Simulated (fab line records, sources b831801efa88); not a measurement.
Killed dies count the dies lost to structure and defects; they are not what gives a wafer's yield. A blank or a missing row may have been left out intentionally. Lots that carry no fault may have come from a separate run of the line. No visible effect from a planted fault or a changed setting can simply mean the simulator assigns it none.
A lot that was struck, set against a sound lot / flow gf180mcu / 15 steps out of a route of 602
Sound: wafers L548.1, L548.2, L548.5. The struck wafers were L560.2, L560.3, L560.4. The cause comes at the end.
Per side, at each step with rows, come the tool, then ch with its chambers, and then its first start. Under that, the readings that differ: sound wafers / struck wafers / difference of the means / sigmas: that difference in standard deviations of wafers without a fault.
alike: words and numbers the same on both sides, and readings whose means are apart by under 2 such deviations; not compared: readings that were withheld, readings missing a value for some wafer, numbers with overlapping values and no deviation given by the record, and bounds like >300 which may hide the same value.
The two part at a step that has a row with sigmas, a row that says differs or no value, or rows on one side only. Numbers that don't overlap but have no deviation are shown without sigmas and don't part them. Lack of a reading on every wafer of one side parts them only where that side has two or more wafers.

first, 2 steps without rows for these wafers: GF_MVPSD_IMPLANT_08; GF_MVPSD_IMPLANT_09.
GF_MVPSD_STRIP_10: strips in O2/N2.
  sound on plasma_asher-01 ch 0,1, day 6 21:33; struck on plasma_asher-03 ch 0,1, day 9 20:16
  alike: drypump_motor_current_A, heater_power_w, oes_product_au, strip_time_to_endpoint_s
  not compared: rf_hours_counter_h
GF_MVPSD_TW_MEAS_11:
  sound on film_metro-04, day 6 21:39; struck on film_metro-03, day 9 20:22
reading=MVPSD_TW; sound=546 547 547; struck=558 556 557; difference=+10; sigmas=+2
then, 7 steps without rows for these wafers: GF_VT_IMPLANT_DEHYDRATE_00 (time 60 s); GF_VT_IMPLANT_HMDS_01 (prime time 60 s); GF_VT_IMPLANT_COAT_02 (resist thk 1000 nm); GF_VT_IMPLANT_SOFTBAKE_03 (time 60 s); GF_VT_IMPLANT_EXPOSE_04 (exposes mask LVPWELL LV AREA, target cd 600 nm); GF_VT_IMPLANT_PEB_05; GF_VT_IMPLANT_DEVELOP_06 (develop time 60 s).
GF_VT_IMPLANT_OVL_MEAS_07:
  sound on overlay-02, day 7 13:14; struck on overlay-02, day 10 14:01
  alike: VT_IMPLANT_OVL
GF_VT_IMPLANT_IMPLANT_08:
  sound on implanter-01 ch 0, day 7 13:16; struck on implanter-01 ch 0, day 10 14:04
reading=tilt_deg (degrees); sound=6.967 6.977 6.990; struck=6.523 6.523 6.510; difference=-0.459; sigmas=-22
GF_VT_IMPLANT_STRIP_09: strips in O2/N2.
  sound on plasma_asher-02 ch 0,1, day 7 13:25; struck on plasma_asher-02 ch 0,1, day 10 14:11
reading=oes_product_au (a.u.); sound=0.727 0.724 0.715; struck=0.712 0.715 0.713; difference=-0.009; sigmas=-2
  alike: drypump_motor_current_A, heater_power_w, strip_time_to_endpoint_s
  not compared: rf_hours_counter_h
following that, these wafers have no rows for 1 step: GF_PASSIVATION_PROBE_99.

## WHERE THEY PART
At GF_MVPSD_TW_MEAS_11 first; at GF_VT_IMPLANT_STRIP_09 last (within this record only).

WHY: whatever the simulator had introduced
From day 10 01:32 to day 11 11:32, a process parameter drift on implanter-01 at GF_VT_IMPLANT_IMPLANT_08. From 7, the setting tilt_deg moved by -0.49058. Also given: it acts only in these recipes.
